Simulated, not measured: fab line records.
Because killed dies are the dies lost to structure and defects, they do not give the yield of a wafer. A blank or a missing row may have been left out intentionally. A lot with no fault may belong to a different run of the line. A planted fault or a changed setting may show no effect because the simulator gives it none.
Lot-split experiment || flow sky130 || 5 lots, 23 wafers read, on a route of 708 steps

== ABOUT THE SPLIT ==
At SKY_METAL2_METAL_ETCH_19 (etches the open film in Cl2/BCl3, stops on SiO2, target depth 360 nm, time 78 s), the setting time_s was moved away from the recipe's 78 s on 7 of the 23 wafers read, by -12.4% to +6.8%. This setting was run at the recipe's value on the other wafers.

The reading is taken at the split's own step.

== THE READING ==
oes_product_au, in a.u., at SKY_METAL2_METAL_ETCH_19 (etches the open film in Cl2/BCl3, stops on SiO2, target depth 360 nm, time 78 s). A value of 0.855 a.u. with a standard deviation of 0.006 a.u. is what fault-free wafers of this fab line usually give.

{"wafer": "L075.1", "tool, chamber at the split": "rie_metal-03, 0", "time_s as run, s": 83.29, "against the recipe": "+6.8%", "oes_product_au, a.u.": 0.837, "against lot-mates on the recipe": -0.019}
{"wafer": "L075.2", "tool, chamber at the split": "rie_metal-03, 0", "time_s as run, s": 78, "against the recipe": "recipe", "oes_product_au, a.u.": 0.864, "against lot-mates on the recipe": "-"}
{"wafer": "L075.3", "tool, chamber at the split": "rie_metal-03, 0", "time_s as run, s": 83.29, "against the recipe": "+6.8%", "oes_product_au, a.u.": 0.845, "against lot-mates on the recipe": -0.011}
{"wafer": "L075.4", "tool, chamber at the split": "rie_metal-03, 0", "time_s as run, s": 78, "against the recipe": "recipe", "oes_product_au, a.u.": 0.857, "against lot-mates on the recipe": "-"}
{"wafer": "L075.6", "tool, chamber at the split": "rie_metal-03, 0", "time_s as run, s": 78, "against the recipe": "recipe", "oes_product_au, a.u.": 0.847, "against lot-mates on the recipe": "-"}
{"wafer": "L077.2", "tool, chamber at the split": "rie_metal-04, 0", "time_s as run, s": 78, "against the recipe": "recipe", "oes_product_au, a.u.": 0.868, "against lot-mates on the recipe": "-"}
{"wafer": "L077.3", "tool, chamber at the split": "rie_metal-04, 1", "time_s as run, s": 78, "against the recipe": "recipe", "oes_product_au, a.u.": 0.864, "against lot-mates on the recipe": "-"}
{"wafer": "L077.5", "tool, chamber at the split": "rie_metal-04, 1", "time_s as run, s": 78, "against the recipe": "recipe", "oes_product_au, a.u.": 0.846, "against lot-mates on the recipe": "-"}
{"wafer": "L079.1", "tool, chamber at the split": "rie_metal-04, 1", "time_s as run, s": 78, "against the recipe": "recipe", "oes_product_au, a.u.": 0.861, "against lot-mates on the recipe": "-"}
{"wafer": "L079.2", "tool, chamber at the split": "rie_metal-04, 0", "time_s as run, s": 78, "against the recipe": "recipe", "oes_product_au, a.u.": 0.839, "against lot-mates on the recipe": "-"}
{"wafer": "L079.4", "tool, chamber at the split": "rie_metal-04, 1", "time_s as run, s": 78, "against the recipe": "recipe", "oes_product_au, a.u.": 0.868, "against lot-mates on the recipe": "-"}
{"wafer": "L079.5", "tool, chamber at the split": "rie_metal-04, 0", "time_s as run, s": 78, "against the recipe": "recipe", "oes_product_au, a.u.": 0.858, "against lot-mates on the recipe": "-"}
{"wafer": "L079.6", "tool, chamber at the split": "rie_metal-04, 1", "time_s as run, s": 78, "against the recipe": "recipe", "oes_product_au, a.u.": 0.859, "against lot-mates on the recipe": "-"}
{"wafer": "L081.1", "tool, chamber at the split": "rie_metal-01, 0", "time_s as run, s": 68.38, "against the recipe": "-12.3%", "oes_product_au, a.u.": 0.923, "against lot-mates on the recipe": "+0.074"}
{"wafer": "L081.2", "tool, chamber at the split": "rie_metal-01, 1", "time_s as run, s": 68.38, "against the recipe": "-12.3%", "oes_product_au, a.u.": 0.922, "against lot-mates on the recipe": "+0.073"}
{"wafer": "L081.3", "tool, chamber at the split": "rie_metal-01, 1", "time_s as run, s": 78, "against the recipe": "recipe", "oes_product_au, a.u.": 0.852, "against lot-mates on the recipe": "-"}
{"wafer": "L081.4", "tool, chamber at the split": "rie_metal-01, 0", "time_s as run, s": 78, "against the recipe": "recipe", "oes_product_au, a.u.": 0.846, "against lot-mates on the recipe": "-"}
{"wafer": "L081.6", "tool, chamber at the split": "rie_metal-01, 0", "time_s as run, s": 68.38, "against the recipe": "-12.3%", "oes_product_au, a.u.": 0.932, "against lot-mates on the recipe": "+0.083"}
{"wafer": "L085.1", "tool, chamber at the split": "rie_metal-04, 0", "time_s as run, s": 78, "against the recipe": "recipe", "oes_product_au, a.u.": 0.872, "against lot-mates on the recipe": "-"}
{"wafer": "L085.2", "tool, chamber at the split": "rie_metal-04, 1", "time_s as run, s": 68.3, "against the recipe": "-12.4%", "oes_product_au, a.u.": 0.920, "against lot-mates on the recipe": "+0.069"}
{"wafer": "L085.4", "tool, chamber at the split": "rie_metal-04, 1", "time_s as run, s": 68.3, "against the recipe": "-12.4%", "oes_product_au, a.u.": 0.922, "against lot-mates on the recipe": "+0.071"}
{"wafer": "L085.5", "tool, chamber at the split": "rie_metal-04, 1", "time_s as run, s": 78, "against the recipe": "recipe", "oes_product_au, a.u.": 0.847, "against lot-mates on the recipe": "-"}
{"wafer": "L085.6", "tool, chamber at the split": "rie_metal-04, 0", "time_s as run, s": 78, "against the recipe": "recipe", "oes_product_au, a.u.": 0.834, "against lot-mates on the recipe": "-"}

FIT RESULTS
A straight line over all 23 wafers: oes_product_au changes by -0.005 a.u. for each +1% of time_s; r = -0.93; the points scatter about the line by 0.011 a.u.
The same after taking each lot's own level away (the mean of its wafers on the recipe; 23 wafers): -0.00538 a.u. for each +1%; r = -0.94; scatter 0.011 a.u.
According to that fit, moving time_s by its largest amount changes the reading by 0.067 a.u.
From 0.8490 to 0.8593 a.u.: that is the span of the lots' own levels, equal to 1.7 times the standard deviation above.
The two slopes agree, so the slope changes little with the lot-to-lot level.
Check: +0.0707 a.u. against its lot-mates is what the line predicts for one of the wafers moved furthest among these (-12.4%) when that wafer is left out of the fit. It came out at +0.069 a.u. against them.
Tool readings at the split's step, against how far the setting was moved: oes_product_au r = -0.93.

== OTHER SPLITS ON THESE WAFERS ==
Note: prior to the reading, these wafers also went through further splits. Each is held against what the fit with the lots' levels taken away leaves over:
{"other split on the same wafers": "SKY_LI_CONTACT_SPUTTER_20 power_w", "wafers away from the commonest value": 7, "r with oes_product_au (lot level and that fit taken away)": -0.03}
{"other split on the same wafers": "SKY_CONTACT_SPUTTER_23 time_s", "wafers away from the commonest value": 6, "r with oes_product_au (lot level and that fit taken away)": "+0.18"}
{"other split on the same wafers": "SKY_METAL1_SPUTTER_01 power_w", "wafers away from the commonest value": 5, "r with oes_product_au (lot level and that fit taken away)": "+0.18"}
{"other split on the same wafers": "SKY_METAL1_METAL_ETCH_19 over_etch_frac", "wafers away from the commonest value": 10, "r with oes_product_au (lot level and that fit taken away)": "+0.11"}
{"other split on the same wafers": "SKY_VIA1_HDPCVD_00 sih4_flow_sccm", "wafers away from the commonest value": 10, "r with oes_product_au (lot level and that fit taken away)": -0.22}
{"other split on the same wafers": "SKY_VIA1_ETCH_15 time_s", "wafers away from the commonest value": 6, "r with oes_product_au (lot level and that fit taken away)": "+0.11"}
{"other split on the same wafers": "SKY_VIA1_CVD_21 pressure_torr", "wafers away from the commonest value": 18, "r with oes_product_au (lot level and that fit taken away)": -0.28}
{"other split on the same wafers": "SKY_METAL2_SPUTTER_04 time_s", "wafers away from the commonest value": 7, "r with oes_product_au (lot level and that fit taken away)": "+0.14"}

== THE WHOLE CHAIN: every reading that the file lists as answering this split, in the file's order ==
{"step": "SKY_METAL2_METAL_ETCH_19", "what it does": "etches the open film in Cl2/BCl3, stops on SiO2, target depth 360 nm, time 78 s", "reading": "oes_product_au", "change (the file's fit)": "-0.00544 a.u. for each +1% of the setting", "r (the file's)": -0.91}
{"step": "SKY_METAL2_METAL_ETCH_19", "what it does": "etches the open film in Cl2/BCl3, stops on SiO2, target depth 360 nm, time 78 s", "reading": "KrF-thick_of_METAL2_COAT_10.thk_nm (the simulator's own value, which no gauge read)", "change (the file's fit)": "-2.34 nm for each +1% of the setting", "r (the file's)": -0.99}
{"step": "SKY_METAL2_STRIP_20", "what it does": "strips in O2/N2", "reading": "strip_time_to_endpoint_s", "change (the file's fit)": "withheld for each +1% of the setting", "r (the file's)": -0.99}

== THE FILE'S OWN FIT ==
oes_product_au changes by -0.00544 a.u. for each +1% of time_s, r = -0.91.
